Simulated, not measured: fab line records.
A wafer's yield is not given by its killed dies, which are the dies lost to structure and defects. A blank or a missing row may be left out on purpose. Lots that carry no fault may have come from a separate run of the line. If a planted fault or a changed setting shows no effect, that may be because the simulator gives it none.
Which tool was responsible? :: flow sky130 :: 33 wafers from 11 lots sampled at 5 of the route's 708 steps

WHAT EACH GAUGE READ, for each wafer
SKY_CONTACT_THK_MEAS_01. Usual: CONTACT_CVD_00_THK 74.9 nm, standard deviation 0.97.
lot: L753
measured: day 30 05:41
on: filmMetro-01
CONTACT_CVD_00_THK (nm): 73.7 72.9 74.2
flag: 

lot: L754
measured: day 30 08:32
on: filmMetro-02
CONTACT_CVD_00_THK (nm): 73.7 76.2 76.4
flag: 

lot: L756
measured: day 31 17:38
on: filmMetro-03
CONTACT_CVD_00_THK (nm): 74.9 76.4 76.3
flag: 

lot: L758
measured: day 32 09:56
on: filmMetro-01
CONTACT_CVD_00_THK (nm): 74.0 76.1 76.5
flag: 

lot: L759
measured: day 32 20:05
on: filmMetro-01
CONTACT_CVD_00_THK (nm): 74.0 75.8 75.0
flag: 

lot: L760
measured: day 33 03:39
on: filmMetro-02
CONTACT_CVD_00_THK (nm): 72.6 74.3 73.0
flag: 

lot: L767
measured: day 35 03:34
on: filmMetro-02
CONTACT_CVD_00_THK (nm): 74.0 74.1 75.2
flag: 

lot: L771
measured: day 36 14:35
on: filmMetro-02
CONTACT_CVD_00_THK (nm): 75.3 76.2 75.7
flag: 

lot: L772
measured: day 36 20:23
on: filmMetro-03
CONTACT_CVD_00_THK (nm): 74.5 74.7 75.5
flag: 

lot: L774
measured: day 37 07:44
on: filmMetro-02
CONTACT_CVD_00_THK (nm): 75.0 66.1 74.6
flag: OFF

lot: L775
measured: day 37 12:11
on: filmMetro-02
CONTACT_CVD_00_THK (nm): 74.3 74.3 75.3
flag: 

SKY_CONTACT_BOW_MEAS_05. Usual: CONTACT_BOW 81 um, standard deviation 7.
lot: L753
measured: day 30 06:10
on: filmMetro-03
CONTACT_BOW (um): 86 75 72
flag: 

lot: L754
measured: day 30 09:01
on: filmMetro-01
CONTACT_BOW (um): 81 70 68
flag: 

lot: L756
measured: day 31 18:08
on: filmMetro-03
CONTACT_BOW (um): 78 89 77
flag: 

lot: L758
measured: day 32 10:34
on: filmMetro-03
CONTACT_BOW (um): 76 81 81
flag: 

lot: L759
measured: day 32 20:34
on: filmMetro-02
CONTACT_BOW (um): 76 87 81
flag: 

lot: L760
measured: day 33 04:10
on: filmMetro-02
CONTACT_BOW (um): 90 73 92
flag: 

lot: L767
measured: day 35 04:04
on: filmMetro-03
CONTACT_BOW (um): 76 84 79
flag: 

lot: L771
measured: day 36 15:13
on: filmMetro-01
CONTACT_BOW (um): 91 76 71
flag: 

lot: L772
measured: day 36 20:53
on: filmMetro-02
CONTACT_BOW (um): 85 83 79
flag: 

lot: L774
measured: day 37 08:14
on: filmMetro-02
CONTACT_BOW (um): 76 81 78
flag: 

lot: L775
measured: day 37 12:41
on: filmMetro-02
CONTACT_BOW (um): 70 72 73
flag: 

WHICH TOOL RAN EACH LOT (tool, then ch and the chambers of the sampled wafers, then the start)
lot: L753
SKY_LI_CONTACT_ETCH_14: rieDiel-03 ch 0,1, day 28 23:44
SKY_CONTACT_CVD_00: pecvd-03 ch 0,1, day 30 05:39
SKY_CONTACT_CMP_04: cmp-01 ch 1,2,3, day 30 05:52

lot: L754
SKY_LI_CONTACT_ETCH_14: rieDiel-03 ch 1,2,3, day 29 02:39
SKY_CONTACT_CVD_00: pecvd-02 ch 0,2, day 30 08:29
SKY_CONTACT_CMP_04: cmp-01 ch 0,2,3, day 30 08:46

lot: L756
SKY_LI_CONTACT_ETCH_14: rieDiel-01 ch 1,2,3, day 30 11:59
SKY_CONTACT_CVD_00: pecvd-03 ch 0,1,2, day 31 17:37
SKY_CONTACT_CMP_04: cmp-02 ch 1,3, day 31 17:53

lot: L758
SKY_LI_CONTACT_ETCH_14: rieDiel-04 ch 0,2, day 31 03:36
SKY_CONTACT_CVD_00: pecvd-02 ch 0,1, day 32 09:54
SKY_CONTACT_CMP_04: cmp-02 ch 2,3, day 32 10:15

lot: L759
SKY_LI_CONTACT_ETCH_14: rieDiel-03 ch 0,2, day 31 14:02
SKY_CONTACT_CVD_00: pecvd-01 ch 1,2, day 32 20:03
SKY_CONTACT_CMP_04: cmp-02 ch 0,2,3, day 32 20:16

lot: L760
SKY_LI_CONTACT_ETCH_14: rieDiel-04 ch 0,1,3, day 31 21:41
SKY_CONTACT_CVD_00: pecvd-03 ch 0,1, day 33 03:36
SKY_CONTACT_CMP_04: cmp-01 ch 0,1,2, day 33 03:55

lot: L767
SKY_LI_CONTACT_ETCH_14: rieDiel-04 ch 2,3, day 33 22:38
SKY_CONTACT_CVD_00: pecvd-02 ch 1,2, day 35 03:32
SKY_CONTACT_CMP_04: cmp-02 ch 0,1, day 35 03:48

lot: L771
SKY_LI_CONTACT_ETCH_14: rieDiel-01 ch 1,3, day 35 10:56
SKY_CONTACT_CVD_00: pecvd-01 ch 1,2, day 36 14:33
SKY_CONTACT_CMP_04: cmp-02 ch 0,2,3, day 36 15:02

lot: L772
SKY_LI_CONTACT_ETCH_14: rieDiel-01 ch 0,1, day 35 16:09
SKY_CONTACT_CVD_00: pecvd-01 ch 0,1,2, day 36 20:20
SKY_CONTACT_CMP_04: cmp-01 ch 0,1, day 36 20:34

lot: L774
SKY_LI_CONTACT_ETCH_14: rieDiel-01 ch 0,1,3, day 36 04:02
SKY_CONTACT_CVD_00: pecvd-03 ch 0,1,2, day 37 07:42
SKY_CONTACT_CMP_04: cmp-02 ch 0,1,2, day 37 07:56

lot: L775
SKY_LI_CONTACT_ETCH_14: rieDiel-01 ch 1,3, day 36 07:20
SKY_CONTACT_CVD_00: pecvd-01 ch 0,1,2, day 37 12:10
SKY_CONTACT_CMP_04: cmp-02 ch 1,2, day 37 12:23
- SKY_LI_CONTACT_ETCH_14: etches BARC in N2/H2, stops on SiO2, time 45.9 s, target depth 60 nm.
- SKY_CONTACT_CVD_00: deposits Si3N4, target thk 75 nm.
- SKY_CONTACT_CMP_04: polishes SiO2.

AS READ BY THE TOOLS THEMSELVES (means over the sampled wafers that have a number; for cases with no such wafer, the mark the record gives instead)
SKY_LI_CONTACT_ETCH_14. Usual: drypumpMotorCurrentA 5.84 A, standard deviation 0.29; n2FlowSccm 100.0 sccm, standard deviation 0.31; oesProductAu 0.855 a.u., standard deviation 0.0045; throttleValvePct 13.226 %, standard deviation 0.0089.
lot: L753
tool: rieDiel-03
drypumpMotorCurrentA (A): 5.85
n2FlowSccm (sccm): 99.7
oesProductAu (a.u.): 0.854
throttleValvePct (%): 13.219
flag: 

lot: L754
tool: rieDiel-03
drypumpMotorCurrentA (A): 5.55
n2FlowSccm (sccm): 100.3
oesProductAu (a.u.): 0.854
throttleValvePct (%): 13.221
flag: 

lot: L756
tool: rieDiel-01
drypumpMotorCurrentA (A): 6.04
n2FlowSccm (sccm): 100.5
oesProductAu (a.u.): 0.859
throttleValvePct (%): 13.226
flag: 

lot: L758
tool: rieDiel-04
drypumpMotorCurrentA (A): 5.88
n2FlowSccm (sccm): 99.9
oesProductAu (a.u.): 0.853
throttleValvePct (%): 13.236
flag: 

lot: L759
tool: rieDiel-03
drypumpMotorCurrentA (A): 5.57
n2FlowSccm (sccm): 99.9
oesProductAu (a.u.): 0.853
throttleValvePct (%): 13.226
flag: 

lot: L760
tool: rieDiel-04
drypumpMotorCurrentA (A): 5.99
n2FlowSccm (sccm): 99.8
oesProductAu (a.u.): 0.855
throttleValvePct (%): 13.236
flag: 

lot: L767
tool: rieDiel-04
drypumpMotorCurrentA (A): 5.53
n2FlowSccm (sccm): 100.1
oesProductAu (a.u.): 0.855
throttleValvePct (%): 13.226
flag: 

lot: L771
tool: rieDiel-01
drypumpMotorCurrentA (A): 6.07
n2FlowSccm (sccm): 100.1
oesProductAu (a.u.): 0.851
throttleValvePct (%): 13.223
flag: 

lot: L772
tool: rieDiel-01
drypumpMotorCurrentA (A): 6.02
n2FlowSccm (sccm): 99.8
oesProductAu (a.u.): 0.855
throttleValvePct (%): 13.225
flag: 

lot: L774
tool: rieDiel-01
drypumpMotorCurrentA (A): 5.95
n2FlowSccm (sccm): 99.9
oesProductAu (a.u.): 0.855
throttleValvePct (%): 13.227
flag: 

lot: L775
tool: rieDiel-01
drypumpMotorCurrentA (A): 6.07
n2FlowSccm (sccm): 100.0
oesProductAu (a.u.): 0.855
throttleValvePct (%): 13.234
flag: 

SKY_CONTACT_CVD_00. Usual: heaterPowerW 691 W, standard deviation 89; susceptorTempC 399.99 C, standard deviation 0.18.
lot: L753
tool: pecvd-03
heaterPowerW (W): 636
susceptorTempC (C): 399.93
flag: 

lot: L754
tool: pecvd-02
heaterPowerW (W): 769
susceptorTempC (C): 400.03
flag: 

lot: L756
tool: pecvd-03
heaterPowerW (W): 692
susceptorTempC (C): 400.07
flag: 

lot: L758
tool: pecvd-02
heaterPowerW (W): 691
susceptorTempC (C): 399.87
flag: 

lot: L759
tool: pecvd-01
heaterPowerW (W): 709
susceptorTempC (C): 400.00
flag: 

lot: L760
tool: pecvd-03
heaterPowerW (W): 654
susceptorTempC (C): 400.03
flag: 

lot: L767
tool: pecvd-02
heaterPowerW (W): 700
susceptorTempC (C): 400.08
flag: 

lot: L771
tool: pecvd-01
heaterPowerW (W): 627
susceptorTempC (C): 399.76
flag: 

lot: L772
tool: pecvd-01
heaterPowerW (W): 622
susceptorTempC (C): 399.96
flag: 

lot: L774
tool: pecvd-03
heaterPowerW (W): 698
susceptorTempC (C): 400.05
flag: 

lot: L775
tool: pecvd-01
heaterPowerW (W): 644
susceptorTempC (C): 399.95
flag: 

SKY_CONTACT_CMP_04. Usual: edgeZonePressureFrac 1.000, standard deviation 0.0047; motorCurrentA 11.3 A, standard deviation 0.96.
lot: L753
tool: cmp-01
edgeZonePressureFrac: 1.000
motorCurrentA (A): 12.0
flag: 

lot: L754
tool: cmp-01
edgeZonePressureFrac: 0.999
motorCurrentA (A): 12.2
flag: 

lot: L756
tool: cmp-02
edgeZonePressureFrac: 1.004
motorCurrentA (A): 11.5
flag: 

lot: L758
tool: cmp-02
edgeZonePressureFrac: 0.999
motorCurrentA (A): 11.2
flag: 

lot: L759
tool: cmp-02
edgeZonePressureFrac: 1.003
motorCurrentA (A): 10.8
flag: 

lot: L760
tool: cmp-01
edgeZonePressureFrac: 1.003
motorCurrentA (A): 12.2
flag: 

lot: L767
tool: cmp-02
edgeZonePressureFrac: 1.006
motorCurrentA (A): 11.0
flag: 

lot: L771
tool: cmp-02
edgeZonePressureFrac: 1.000
motorCurrentA (A): 10.8
flag: 

lot: L772
tool: cmp-01
edgeZonePressureFrac: 0.998
motorCurrentA (A): 11.1
flag: 

lot: L774
tool: cmp-02
edgeZonePressureFrac: 0.993
motorCurrentA (A): 10.8
flag: 

lot: L775
tool: cmp-02
edgeZonePressureFrac: 1.002
motorCurrentA (A): 10.1
flag: 

THE ANSWER, worked out from the rows above alone
Rule: lot off if the mean of its wafers having a number is beyond 3 standard deviations from the usual mean. A lot without any number at a reading at which 4 lots or more have one is off too. The other lots that the step has rows for count as sound. After the gauges, taken in route order, come the tools' own readings; for these a lot's mean is taken, as printed above. The first step at which some lot is off is used, and at that step the reading that is off furthest; a lot without a number counts as furthest.
Off: at SKY_CONTACT_THK_MEAS_01 (CONTACT_CVD_00_THK), L774.
A tool fits if, at a process step before that reading, it ran every lot that is off, and no sound lot after the first of them. Those tools and the gauges at SKY_CONTACT_THK_MEAS_01 are tried in the same way. One candidate fits, namely pecvd-03 at SKY_CONTACT_CVD_00. A fault onset in the window from L760 (day 33 03:36, its last sound lot) to L774 (day 37 07:42, its first lot off) fits.

WHAT THE SIMULATOR HAD INSERTED
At SKY_CONTACT_CVD_00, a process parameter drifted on pecvd-03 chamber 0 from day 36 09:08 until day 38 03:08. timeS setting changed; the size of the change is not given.
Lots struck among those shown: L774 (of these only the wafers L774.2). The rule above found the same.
